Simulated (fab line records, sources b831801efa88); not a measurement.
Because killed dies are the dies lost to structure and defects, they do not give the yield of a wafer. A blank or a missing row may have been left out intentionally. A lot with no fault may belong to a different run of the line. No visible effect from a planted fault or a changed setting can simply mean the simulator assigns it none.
Chamber matching :: flow sky130 :: 4 sister chambers for SKY_VIA3_CMP_02 on cmp-02
The step polishes SiO2. 4 wafers are shown with their chamber, then 12 later ones without.

WAFERS PAIRED WITH THEIR CHAMBERS
wafer: L088.6
chamber: 3
motor_current_A (A): 12.9

wafer: L090.2
chamber: 2
motor_current_A (A): 12.5

wafer: L090.3
chamber: 0
motor_current_A (A): 13.5

wafer: L090.4
chamber: 1
motor_current_A (A): 11.3

WAFERS WHOSE CHAMBER IS MISSING
wafer: L091.1
motor_current_A (A): 12.3

wafer: L091.3
motor_current_A (A): 11.6

wafer: L091.6
motor_current_A (A): 11.7

wafer: L094.2
motor_current_A (A): 13.5

wafer: L094.5
motor_current_A (A): 12.3

wafer: L094.6
motor_current_A (A): 12.3

wafer: L095.2
motor_current_A (A): 11.0

wafer: L095.3
motor_current_A (A): 11.0

wafer: L095.4
motor_current_A (A): 13.1

wafer: L096.3
motor_current_A (A): 13.7

wafer: L096.4
motor_current_A (A): 11.1

wafer: L096.5
motor_current_A (A): 11.1

CHAMBER TAKEN BY EACH
wafer: L091.1
from the rows above: can't be placed: 2 or 3
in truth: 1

wafer: L091.3
from the rows above: 1
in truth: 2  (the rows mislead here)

wafer: L091.6
from the rows above: can't be placed: 1 or 2
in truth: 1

wafer: L094.2
from the rows above: 0
in truth: 0

wafer: L094.5
from the rows above: can't be placed: 2 or 3
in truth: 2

wafer: L094.6
from the rows above: can't be placed: 2 or 3
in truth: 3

wafer: L095.2
from the rows above: 1
in truth: 1

wafer: L095.3
from the rows above: 1
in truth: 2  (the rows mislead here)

wafer: L095.4
from the rows above: can't be placed: 3 or 0 or 2
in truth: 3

wafer: L096.3
from the rows above: 0
in truth: 0

wafer: L096.4
from the rows above: 1
in truth: 1

wafer: L096.5
from the rows above: 1
in truth: 1
Placed correctly: 5 of 12. From these rows, 5 cannot be placed; in 4 the true chamber is one of the candidates. 2 placed wrongly.
How it was worked out, from the rows above alone: a wafer's distance from a chamber is the root of the sum, over the readings, of the square of ((its reading less the chamber's mean) divided by the reading's scatter). If the next closest chamber is less than 2 further off than the closest, the wafer can't be placed; otherwise it belongs to the closest. Each chamber's mean is taken over the wafers shown for it. The scatter: with one shown wafer a chamber, the root of the mean of the squares of how far each hidden wafer lies from its nearest shown one.
